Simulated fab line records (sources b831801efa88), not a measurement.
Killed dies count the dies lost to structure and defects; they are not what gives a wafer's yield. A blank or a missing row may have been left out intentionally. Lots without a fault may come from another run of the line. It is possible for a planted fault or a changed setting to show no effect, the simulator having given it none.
Which tool is to blame? || flow sky130 || Sampling: 12 lots, 35 wafers, 5 of 708 route steps

== WHAT EACH GAUGE READ, for each wafer ==
SKY_VT_ADJUST_NCORE_OVL_MEAS_08.
{"lot": "L857", "measured": "day 8 14:32", "on": "overlay-01", "VT_ADJUST_NCORE_OVL (nm)": "0.6 2.3 2.6"}
{"lot": "L858", "measured": "day 8 21:42", "on": "overlay-02", "VT_ADJUST_NCORE_OVL (nm)": "2.2 1.2 2.0"}
{"lot": "L859", "measured": "day 9 07:10", "on": "overlay-02", "VT_ADJUST_NCORE_OVL (nm)": "-1.3 1.7 0.0"}
{"lot": "L861", "measured": "day 9 18:46", "on": "overlay-01", "VT_ADJUST_NCORE_OVL (nm)": "-1.9 -0.4 -0.8"}
{"lot": "L863", "measured": "day 10 05:31", "on": "overlay-02", "VT_ADJUST_NCORE_OVL (nm)": "1.3 1.3"}
{"lot": "L872", "measured": "day 13 16:17", "on": "overlay-01", "VT_ADJUST_NCORE_OVL (nm)": "2.0 1.8 0.6"}
{"lot": "L874", "measured": "day 13 21:53", "on": "overlay-02", "VT_ADJUST_NCORE_OVL (nm)": "-1.2 -0.1 0.0"}
{"lot": "L875", "measured": "day 13 22:11", "on": "overlay-01", "VT_ADJUST_NCORE_OVL (nm)": "0.1 -1.8 -1.4"}
{"lot": "L876", "measured": "day 14 04:43", "on": "overlay-01", "VT_ADJUST_NCORE_OVL (nm)": "0.1 0.4 0.2"}
{"lot": "L877", "measured": "day 14 10:14", "on": "overlay-01", "VT_ADJUST_NCORE_OVL (nm)": "1.0 1.7 1.9"}
{"lot": "L879", "measured": "day 15 02:01", "on": "overlay-01", "VT_ADJUST_NCORE_OVL (nm)": "1.0 -0.2 -0.3"}
{"lot": "L880", "measured": "day 15 12:31", "on": "overlay-02", "VT_ADJUST_NCORE_OVL (nm)": "-3.0 -0.8 -2.1"}

SKY_LDD_N_OVL_MEAS_07.
{"lot": "L857", "measured": "day 17 15:15", "on": "overlay-02", "LDD_N_OVL (nm)": "1.9 1.3 0.8"}
{"lot": "L858", "measured": "day 17 22:33", "on": "overlay-01", "LDD_N_OVL (nm)": "0.7 1.3 1.9"}
{"lot": "L859", "measured": "day 18 18:12", "on": "overlay-02", "LDD_N_OVL (nm)": "-0.2 0.1 -0.7"}
{"lot": "L861", "measured": "day 19 09:03", "on": "overlay-01", "LDD_N_OVL (nm)": "2.2 0.8 1.2"}
{"lot": "L863", "measured": "day 19 23:31", "on": "overlay-01", "LDD_N_OVL (nm)": "-0.5 1.4"}
{"lot": "L872", "measured": "day 24 00:18", "on": "overlay-01", "LDD_N_OVL (nm)": "-0.9 1.0 -0.8"}
{"lot": "L874", "measured": "day 24 08:05", "on": "overlay-01", "LDD_N_OVL (nm)": "0.6 1.6 0.8"}
{"lot": "L875", "measured": "day 24 14:01", "on": "overlay-02", "LDD_N_OVL (nm)": "-1.3 0.2 -1.0"}
{"lot": "L876", "measured": "day 24 16:43", "on": "overlay-02", "LDD_N_OVL (nm)": "-0.5 -2.0 -1.5"}
{"lot": "L877", "measured": "day 24 21:01", "on": "overlay-01", "LDD_N_OVL (nm)": "-0.7 -1.9 -1.9"}
{"lot": "L879", "measured": "day 25 16:58", "on": "overlay-02", "LDD_N_OVL (nm)": "-0.2 -2.5 -3.0"}
{"lot": "L880", "measured": "day 26 01:07", "on": "overlay-01", "LDD_N_OVL (nm)": "-2.3 -2.9 -2.4"}

SKY_VIA4_THK_MEAS_01.
{"lot": "L857", "measured": "day 41 21:38", "on": "film_metro-02", "VIA4_HDPCVD_THK (nm)": "1742 1733 1743"}
{"lot": "L858", "measured": "day 42 01:26", "on": "film_metro-01", "VIA4_HDPCVD_THK (nm)": "1771 1771 1766"}
{"lot": "L859", "measured": "day 42 16:00", "on": "film_metro-01", "VIA4_HDPCVD_THK (nm)": "1752 1750 1744"}
{"lot": "L861", "measured": "day 43 00:31", "on": "film_metro-01", "VIA4_HDPCVD_THK (nm)": "1746 2332 2347"}
{"lot": "L863", "measured": "day 43 09:44", "on": "film_metro-01", "VIA4_HDPCVD_THK (nm)": "2266 2287"}
{"lot": "L872", "measured": "day 46 07:04", "on": "film_metro-01", "VIA4_HDPCVD_THK (nm)": "1728 1724 1733"}
{"lot": "L874", "measured": "day 46 17:32", "on": "film_metro-04", "VIA4_HDPCVD_THK (nm)": "1737 1752 1726"}
{"lot": "L875", "measured": "day 46 21:54", "on": "film_metro-02", "VIA4_HDPCVD_THK (nm)": "1733 1748 1728"}
{"lot": "L876", "measured": "day 46 23:16", "on": "film_metro-04", "VIA4_HDPCVD_THK (nm)": "1786 1776 1784"}
{"lot": "L877", "measured": "day 47 04:19", "on": "film_metro-01", "VIA4_HDPCVD_THK (nm)": "1755 1780 1769"}
{"lot": "L879", "measured": "day 47 17:55", "on": "film_metro-02", "VIA4_HDPCVD_THK (nm)": "1723 1726 1743"}
{"lot": "L880", "measured": "day 47 19:47", "on": "film_metro-01", "VIA4_HDPCVD_THK (nm)": "1751 1742 1733"}

== WHAT TOOL EACH LOT RAN ON (gives the tool, then ch and the chambers of the sampled wafers, and finally the start) ==
{"lot": "L857", "SKY_VT_ADJUST_PCH_STRIP_09": "plasma_asher-02 ch 0,1, day 10 09:53", "SKY_VIA4_HDPCVD_00": "hdpcvd-02 ch 0,1,2, day 41 21:28"}
{"lot": "L858", "SKY_VT_ADJUST_PCH_STRIP_09": "plasma_asher-02 ch 0,1, day 10 18:22", "SKY_VIA4_HDPCVD_00": "hdpcvd-01 ch 0,2, day 42 01:14"}
{"lot": "L859", "SKY_VT_ADJUST_PCH_STRIP_09": "plasma_asher-03 ch 0,1, day 11 06:21", "SKY_VIA4_HDPCVD_00": "hdpcvd-02 ch 0,1,2, day 42 15:49"}
{"lot": "L861", "SKY_VT_ADJUST_PCH_STRIP_09": "plasma_asher-02 ch 0,1, day 11 18:35", "SKY_VIA4_HDPCVD_00": "hdpcvd-02 ch 0,1, day 43 00:20"}
{"lot": "L863", "SKY_VT_ADJUST_PCH_STRIP_09": "plasma_asher-01 ch 0,1, day 12 05:56", "SKY_VIA4_HDPCVD_00": "hdpcvd-02 ch 0,1, day 43 09:32"}
{"lot": "L872", "SKY_VT_ADJUST_PCH_STRIP_09": "plasma_asher-02 ch 0,1, day 15 22:54", "SKY_VIA4_HDPCVD_00": "hdpcvd-02 ch 0,1,2, day 46 06:53"}
{"lot": "L874", "SKY_VT_ADJUST_PCH_STRIP_09": "plasma_asher-01 ch 0,1, day 16 03:51", "SKY_VIA4_HDPCVD_00": "hdpcvd-02 ch 0,1, day 46 17:22"}
{"lot": "L875", "SKY_VT_ADJUST_PCH_STRIP_09": "plasma_asher-01 ch 0, day 16 05:23", "SKY_VIA4_HDPCVD_00": "hdpcvd-02 ch 0,2, day 46 21:43"}
{"lot": "L876", "SKY_VT_ADJUST_PCH_STRIP_09": "plasma_asher-01 ch 0,1, day 16 11:00", "SKY_VIA4_HDPCVD_00": "hdpcvd-01 ch 0,2, day 46 23:05"}
{"lot": "L877", "SKY_VT_ADJUST_PCH_STRIP_09": "plasma_asher-02 ch 0,1, day 16 16:54", "SKY_VIA4_HDPCVD_00": "hdpcvd-01 ch 0,1,2, day 47 04:09"}
{"lot": "L879", "SKY_VT_ADJUST_PCH_STRIP_09": "plasma_asher-02 ch 0,1, day 17 10:20", "SKY_VIA4_HDPCVD_00": "hdpcvd-02 ch 0,2, day 47 17:44"}
{"lot": "L880", "SKY_VT_ADJUST_PCH_STRIP_09": "plasma_asher-03 ch 0,1, day 17 21:35", "SKY_VIA4_HDPCVD_00": "hdpcvd-02 ch 1,2, day 47 19:35"}
- SKY_VT_ADJUST_PCH_STRIP_09: strips in O2/N2.
- SKY_VIA4_HDPCVD_00: deposits SiO2, target thk 1750 nm, time 291.7 s.

== WHAT THE TOOLS THEMSELVES READ (means of the sampled wafers that have a number; where no wafer has one, the mark that the record gives instead) ==
SKY_VT_ADJUST_PCH_STRIP_09.
{"lot": "L857", "tool": "plasma_asher-02", "drypump_motor_current_A (A)": 5.8, "o2_flow_sccm (sccm)": 2999, "oes_product_au (a.u.)": 0.720, "strip_time_to_endpoint_s (s)": 36.97}
{"lot": "L858", "tool": "plasma_asher-02", "drypump_motor_current_A (A)": 5.8, "o2_flow_sccm (sccm)": 2990, "oes_product_au (a.u.)": 0.717, "strip_time_to_endpoint_s (s)": 37.01}
{"lot": "L859", "tool": "plasma_asher-03", "drypump_motor_current_A (A)": 5.9, "o2_flow_sccm (sccm)": 3005, "oes_product_au (a.u.)": 0.726, "strip_time_to_endpoint_s (s)": 36.80}
{"lot": "L861", "tool": "plasma_asher-02", "drypump_motor_current_A (A)": 5.9, "o2_flow_sccm (sccm)": 2999, "oes_product_au (a.u.)": 0.726, "strip_time_to_endpoint_s (s)": 36.89}
{"lot": "L863", "tool": "plasma_asher-01", "drypump_motor_current_A (A)": 5.5, "o2_flow_sccm (sccm)": 2988, "oes_product_au (a.u.)": 0.724, "strip_time_to_endpoint_s (s)": 36.94}
{"lot": "L872", "tool": "plasma_asher-02", "drypump_motor_current_A (A)": 5.8, "o2_flow_sccm (sccm)": 2998, "oes_product_au (a.u.)": 0.724, "strip_time_to_endpoint_s (s)": 36.96}
{"lot": "L874", "tool": "plasma_asher-01", "drypump_motor_current_A (A)": 5.6, "o2_flow_sccm (sccm)": 2997, "oes_product_au (a.u.)": 0.720, "strip_time_to_endpoint_s (s)": 37.02}
{"lot": "L875", "tool": "plasma_asher-01", "drypump_motor_current_A (A)": 5.3, "o2_flow_sccm (sccm)": 3003, "oes_product_au (a.u.)": 0.723, "strip_time_to_endpoint_s (s)": 36.89}
{"lot": "L876", "tool": "plasma_asher-01", "drypump_motor_current_A (A)": 5.6, "o2_flow_sccm (sccm)": 2997, "oes_product_au (a.u.)": 0.727, "strip_time_to_endpoint_s (s)": 36.94}
{"lot": "L877", "tool": "plasma_asher-02", "drypump_motor_current_A (A)": 5.9, "o2_flow_sccm (sccm)": 2986, "oes_product_au (a.u.)": 0.724, "strip_time_to_endpoint_s (s)": 37.11}
{"lot": "L879", "tool": "plasma_asher-02", "drypump_motor_current_A (A)": 5.8, "o2_flow_sccm (sccm)": 2990, "oes_product_au (a.u.)": 0.721, "strip_time_to_endpoint_s (s)": 36.84}
{"lot": "L880", "tool": "plasma_asher-03", "drypump_motor_current_A (A)": 5.9, "o2_flow_sccm (sccm)": 2991, "oes_product_au (a.u.)": 0.721, "strip_time_to_endpoint_s (s)": 36.80}

== THE ANSWER, worked out from the rows above alone ==
Rule: the usual values come from the lots themselves. The widest of any qualifying gaps counts: lots, ordered by their means at a reading, are off when they make up no more than a third of the lots, leave a main group of 4 or more, and stand apart from it by 3 or more times the standard deviation of that group's means. A main group whose means are all the same, to the digits that the tables above print for the reading, isn't used. A lot without any number at a reading at which 4 lots or more have one is off too. The other lots that the step has rows for count as sound. The gauges are gone through in route order, then the tools' own readings, and for those a lot's mean is taken as printed above. The first step at which some lot is off is used, and at that step the reading that is off furthest; a lot without a number counts as furthest.
Off: L861, L863, at SKY_VIA4_THK_MEAS_01 (VIA4_HDPCVD_THK). The main group has a mean of 1748 nm with a standard deviation of 17.
If a tool, at a process step before that reading, ran all the lots that are off and no sound lot after the first of them, it fits. Those tools and the gauges at SKY_VIA4_THK_MEAS_01 are tried in the same way. Not one of the candidates tried fits.

== WHAT THE SIMULATOR HAD PUT IN ==
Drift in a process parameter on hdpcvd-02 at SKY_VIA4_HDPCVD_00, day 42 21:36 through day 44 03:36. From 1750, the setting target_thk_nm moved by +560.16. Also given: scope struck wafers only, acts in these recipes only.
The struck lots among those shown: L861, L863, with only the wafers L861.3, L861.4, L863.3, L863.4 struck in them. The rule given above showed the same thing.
